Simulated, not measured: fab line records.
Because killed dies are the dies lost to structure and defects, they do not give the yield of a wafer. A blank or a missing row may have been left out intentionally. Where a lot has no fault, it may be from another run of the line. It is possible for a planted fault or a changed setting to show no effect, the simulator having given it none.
Matching of chambers ; flow sky130 ; rie diel-01 running SKY_CONTACT_ETCH_16: 4 sister chambers
The step etches BARC in N2/H2, stops on SiO2, time 45.9 s, target depth 60 nm. 27 wafers are shown with their chamber, then 12 later ones without.

## WAFERS WITH THEIR CHAMBER
wafer;chamber;oes product au (a.u.);throttle valve pct (%)
L075.1;2;0.855;13.220
L075.2;1;0.863;13.218
L075.6;3;0.853;13.219
L074.1;2;0.857;13.231
L074.3;1;0.851;13.212
L074.5;1;0.849;13.213
L076.1;2;0.857;13.221
L076.2;3;0.859;13.213
L076.3;0;0.862;13.215
L076.4;1;0.849;13.231
L076.5;2;0.855;13.230
L076.6;3;0.851;13.235
L077.1;0;0.851;13.218
L077.4;1;0.852;13.239
L077.5;2;0.853;13.225
L078.1;0;0.862;13.228
L078.2;3;0.854;13.234
L078.3;2;0.855;13.214
L079.2;3;0.850;13.219
L079.5;1;0.855;13.221
L079.6;0;0.859;13.222
L086.1;2;0.850;13.242
L086.2;1;0.853;13.249
L086.3;0;0.853;13.242
L086.4;3;0.855;13.234
L086.5;1;0.849;13.227
L086.6;0;0.859;13.231

SIGNATURES, as means of the wafers listed above
reading;chamber 0;chamber 1;chamber 2;chamber 3;scatter within a chamber
oes product au;0.85767;0.85262;0.85457;0.85367;0.0039
throttle valve pct;13.22600;13.22625;13.22614;13.22567;0.0107
Rule: a wafer's distance from a chamber is the root of the sum, over the readings, of the square of ((its reading less the chamber's mean) divided by the reading's scatter). The wafer belongs to the nearest chamber; if the next one is less than 2 further off, it can't be placed. How the scatter is found: for the shown wafers, subtract from each reading the mean of its chamber, square and add these, divide the total by (wafers less chambers), then take the root.

## WAFERS WHOSE CHAMBER IS MISSING
wafer;oes product au (a.u.);throttle valve pct (%)
L090.2;0.857;13.227
L090.3;0.853;13.222
L090.5;0.857;13.227
L093.3;0.861;13.229
L093.4;0.862;13.225
L093.5;0.848;13.237
L095.1;0.845;13.219
L095.2;0.856;13.243
L095.3;0.858;13.244
L095.4;0.862;13.229
L095.5;0.860;13.222
L095.6;0.855;13.227

## EACH ONE'S CHAMBER
wafer;from the rows above;in truth
L090.2;can't be placed: 0 or 2 or 3 or 1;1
L090.3;can't be placed: 3 or 1 or 2 or 0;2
L090.5;can't be placed: 0 or 2 or 3 or 1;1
L093.3;can't be placed: 0 or 2 or 3 or 1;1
L093.4;can't be placed: 0 or 2 or 3 or 1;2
L093.5;can't be placed: 1 or 3 or 2 or 0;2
L095.1;can't be placed: 1 or 3 or 2 or 0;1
L095.2;can't be placed: 2 or 0 or 3 or 1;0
L095.3;can't be placed: 0 or 2 or 3 or 1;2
L095.4;can't be placed: 0 or 2 or 3 or 1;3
L095.5;can't be placed: 0 or 2 or 3 or 1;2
L095.6;can't be placed: 2 or 3 or 1 or 0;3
Correct placement for 0 of the 12. Unplaceable from these rows: 12, with the true chamber sitting among the candidates in 12. Wrongly placed: 0.
